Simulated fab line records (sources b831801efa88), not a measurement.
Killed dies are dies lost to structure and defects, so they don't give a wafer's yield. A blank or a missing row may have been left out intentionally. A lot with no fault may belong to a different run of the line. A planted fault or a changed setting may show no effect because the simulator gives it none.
Which tool is to blame? -- flow sky130 -- 13 lots, 39 wafers sampled, at 4 steps of a route of 708

== WHAT THE GAUGES READ, wafer by wafer ==
SKY_POLY_GATE_CD_MEAS_22.
lot,measured,on,cd-nm (nm)
L596,day 16 20:47,cd-sem-01,149.2 152.7 149.5
L597,day 17 08:58,cd-sem-02,148.6 148.6 147.7
L599,day 17 21:40,cd-sem-02,150.3 148.8 146.2
L601,day 18 15:55,cd-sem-02,155.6 152.8 152.8
L602,day 19 13:56,cd-sem-02,146.5 146.5 149.6
L603,day 19 12:50,cd-sem-01,151.4 147.0 149.3
L604,day 19 23:54,cd-sem-02,149.3 151.9 150.4
L610,day 22 04:52,cd-sem-02,148.8 151.1 149.5
L612,day 23 00:19,cd-sem-02,148.6 148.6 146.2
L613,day 23 20:10,cd-sem-02,146.0 146.7 149.1
L614,day 23 20:14,cd-sem-01,151.1 150.8 149.4
L615,day 24 04:33,cd-sem-01,153.9 150.7 151.0
L616,day 24 10:22,cd-sem-01,150.9 152.1 147.9

SKY_SD_P_OVL_MEAS_08.
lot,measured,on,SD_P_OVL (nm)
L596,day 25 22:35,overlay-01,-0.4 -1.2 -1.6
L597,day 26 10:28,overlay-02,2.2 1.0 1.9
L599,day 26 20:44,overlay-02,0.9 -0.4 0.2
L601,day 27 17:16,overlay-02,2.0 0.3 2.2
L602,day 28 11:15,overlay-01,0.3 0.7 -0.3
L603,day 28 10:16,overlay-01,-0.5 -0.4 -0.3
L604,day 28 20:29,overlay-02,0.1 0.1 0.2
L610,day 30 20:51,overlay-01,-0.1 -0.1 0.2
L612,day 31 14:55,overlay-02,0.9 0.1 1.1
L613,day 32 10:04,overlay-01,0.9 2.2 -0.1
L614,day 32 12:21,overlay-02,-2.1 -1.3 -1.1
L615,day 32 18:21,overlay-01,-0.1 -0.1 -1.5
L616,day 32 21:36,overlay-01,-1.4 -0.7 0.7

== WHAT TOOL EACH LOT RAN ON (gives the tool, then ch and the chambers of the sampled wafers, and finally the start) ==
lot,SKY_RES_PROTECT_STRIP_07,SKY_LDD_LDN_IMPLANT_11
L596,"plasma-asher-01 ch 0,1, day 15 12:38","implanter-04 ch 0, day 23 08:42"
L597,"plasma-asher-01 ch 0,1, day 15 22:58","implanter-03 ch 0, day 23 20:45"
L599,"plasma-asher-04 ch 0,1, day 16 13:10","implanter-01 ch 0, day 24 08:51"
L601,"plasma-asher-01 ch 0,1, day 17 05:41","implanter-01 ch 0, day 25 03:54"
L602,"plasma-asher-04 ch 0,1, day 18 00:59","implanter-04 ch 0, day 25 23:40"
L603,"plasma-asher-01 ch 0,1, day 18 01:47","implanter-01 ch 0, day 25 21:30"
L604,"plasma-asher-02 ch 1, day 18 12:38","implanter-01 ch 0, day 26 09:47"
L610,"plasma-asher-04 ch 0,1, day 20 18:32","implanter-03 ch 0, day 28 09:31"
L612,"plasma-asher-02 ch 0,1, day 21 13:42","implanter-01 ch 0, day 29 03:36"
L613,"plasma-asher-01 ch 0,1, day 22 04:20","implanter-01 ch 0, day 29 22:30"
L614,"plasma-asher-02 ch 0,1, day 22 08:00","implanter-03 ch 0, day 29 23:30"
L615,"plasma-asher-01 ch 0,1, day 22 12:52","implanter-01 ch 0, day 30 07:39"
L616,"plasma-asher-02 ch 0,1, day 22 22:16","implanter-03 ch 0, day 30 11:22"
- SKY_RES_PROTECT_STRIP_07: strips in O2/N2.
- SKY_LDD_LDN_IMPLANT_11

== WHAT THE TOOLS THEMSELVES READ (means of the sampled wafers that have a number; where no wafer has one, the mark that the record gives instead) ==
SKY_RES_PROTECT_STRIP_07.
lot,tool,drypump-motor-current-A (A),n2-flow-sccm (sccm),oes-product-au (a.u.),strip-time-to-endpoint-s (s)
L596,plasma-asher-01,6.4,298.9,0.522,23.31
L597,plasma-asher-01,6.3,299.1,0.513,23.33
L599,plasma-asher-04,5.5,299.7,0.521,23.33
L601,plasma-asher-01,6.4,299.9,0.515,23.29
L602,plasma-asher-04,5.5,299.2,0.520,23.38
L603,plasma-asher-01,6.4,299.7,0.515,23.36
L604,plasma-asher-02,6.0,299.2,0.514,23.28
L610,plasma-asher-04,5.7,300.5,0.513,23.29
L612,plasma-asher-02,5.8,300.1,0.516,23.33
L613,plasma-asher-01,6.4,299.9,0.518,23.34
L614,plasma-asher-02,5.9,299.5,0.518,23.32
L615,plasma-asher-01,6.4,300.1,0.518,23.26
L616,plasma-asher-02,5.9,300.0,0.522,23.25

SKY_LDD_LDN_IMPLANT_11.
lot,tool,beam-energy-keV,dose-ions-cm2
L596,implanter-04,15.003,1.2507e+13
L597,implanter-03,14.995,1.2507e+13
L599,implanter-01,14.998,1.2500e+13
L601,implanter-01,14.996,1.2510e+13
L602,implanter-04,15.003,1.2497e+13
L603,implanter-01,16.149,1.2502e+13
L604,implanter-01,16.142,1.2506e+13
L610,implanter-03,14.997,1.2490e+13
L612,implanter-01,14.996,1.2501e+13
L613,implanter-01,15.003,1.2498e+13
L614,implanter-03,15.001,1.2498e+13
L615,implanter-01,14.994,1.2508e+13
L616,implanter-03,15.002,1.2512e+13

== THE ANSWER, worked out from the rows above alone ==
Rule: what is usual is taken from the lots themselves. The widest of any qualifying gaps counts: lots, ordered by their means at a reading, are off when they make up no more than a third of the lots, leave a main group of 4 or more, and stand apart from it by 3 or more times the standard deviation of that group's means. A main group is skipped when, at the precision printed for the reading in the tables above, its means are all equal. Also off: a lot with no number at a reading for which 4 or more lots have one. Any other lot the step has rows for is counted as sound. First the gauges in route order, then the tools' own readings, where a lot's mean is used as printed above. At the first step where some lot is off, the reading lying furthest off is the one used; lots without a number count as furthest.
Off, at SKY_LDD_LDN_IMPLANT_11 on beam-energy-keV: L603, L604. Main group: mean 14.999, sd 0.0034.
If a tool, at that step or one of the process steps before it, ran each lot that is off and ran no sound lot following the first of them, it fits. No candidate that was tried fits.

== WHAT THE SIMULATOR PUT IN ==
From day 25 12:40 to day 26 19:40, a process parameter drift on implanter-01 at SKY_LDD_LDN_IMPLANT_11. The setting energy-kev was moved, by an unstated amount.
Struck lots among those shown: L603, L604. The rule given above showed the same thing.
